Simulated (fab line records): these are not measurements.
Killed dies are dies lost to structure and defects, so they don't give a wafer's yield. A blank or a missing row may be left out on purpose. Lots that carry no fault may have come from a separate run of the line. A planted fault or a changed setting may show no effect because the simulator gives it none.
A single fault, viewed from 2 desks -- flow sky130 -- each desk holds nothing but its own numbers, with what lay behind them at the end

TOOL OWNER'S DESK, rieSi-02
The tool's own readings at SKY_FIELD_ISO_ETCH_17 (etches Si in HBr/Cl2/O2, target depth 342 nm, time 97.7 s): means of the sampled wafers that have a number, for each lot that ran on this tool. If a lot's mean is further than 4 standard deviations from the usual mean, the lot is out of limits and carries the mark OUT (the distance appears in the brackets).
Columns: A = drypumpMotorCurrentA at SKY_FIELD_ISO_ETCH_17, usual 5.6 A; B = mfcCl2Sccm at SKY_FIELD_ISO_ETCH_17, usual 39.99 sccm; C = oesProductAu at SKY_FIELD_ISO_ETCH_17, usual 1.004 a.u.; D = rfFwdPowerW at SKY_FIELD_ISO_ETCH_17, usual 595.7 W; E = runLengthS at SKY_FIELD_ISO_ETCH_17, usual 126.0 s; F = throttleValvePct at SKY_FIELD_ISO_ETCH_17, usual 25.655 %
lot,first seen here,A,B,C,D,E,F
L532,day 2 04:27,5.6,39.88,1.008,596.8,125.9,25.662
L533,day 2 11:21,5.4,39.96,1.004,594.4,125.9,25.653
L538,day 3 13:11,5.8,39.96,1.002,595.3,126.1,25.660
L543,day 4 14:59,5.7,39.99,0.995,-,118.4 (-18) OUT,25.660
L545,day 5 02:23,5.7,39.99,0.990,-,118.8 (-17) OUT,25.660
This desk's finding: out of limits on L543, L545; first on L543, day 4 14:59 (runLengthS at SKY_FIELD_ISO_ETCH_17). L532, L533, L538 stayed within limits.

METROLOGY DESK
Lot by lot, what the gauges showed, no matter which tool ran the lot: averages of those sampled wafers that carry a number. If a lot's mean is further than 4 standard deviations from the usual mean, the lot is out of limits and carries the mark OUT (the distance appears in the brackets).
Columns: A = FIELD_ISO_CVD_24_THK at SKY_FIELD_ISO_THK_MEAS_25, usual 599 nm; B = NWELL_OXIDATION_THK at SKY_NWELL_THK_MEAS_02, usual 9.94 nm
lot,first seen here,A,B
L532,day 2 08:05,592,9.98
L533,day 2 13:36,595,10.03
L534,day 2 21:54,592,9.95
L535,day 3 02:06,607,9.96
L538,day 3 17:05,600,9.98
L543,day 4 17:32,594,9.71
L545,day 5 04:07,592,9.95
L546,day 5 08:22,595,10.01
L548,day 6 00:39,593,9.85
L550,day 6 06:50,600,10.11
L551,day 6 10:54,598,9.78
L553,day 6 18:39,604,9.62
This desk's verdict: no lot among the 12 shows anything out of limits.

PUT TOGETHER
The tool owner's desk could have raised an alarm at day 4 14:59, on L543, L545.
Metrology desk: nothing out of limits seen.
The metrology desk has L543, L545 on record, within its limits.
SKY_FIELD_ISO_ETCH_17 was run on rieSi-02 by each of the lots named.

WHAT HAD BEEN PUT IN BY THE SIMULATOR
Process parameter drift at SKY_FIELD_ISO_ETCH_17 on rieSi-02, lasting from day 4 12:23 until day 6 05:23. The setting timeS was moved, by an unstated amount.
Lots struck among those shown: L543, L545.
Time in hours from fault onset to the first out-of-limits reading at each desk: the tool owner's desk, 3.
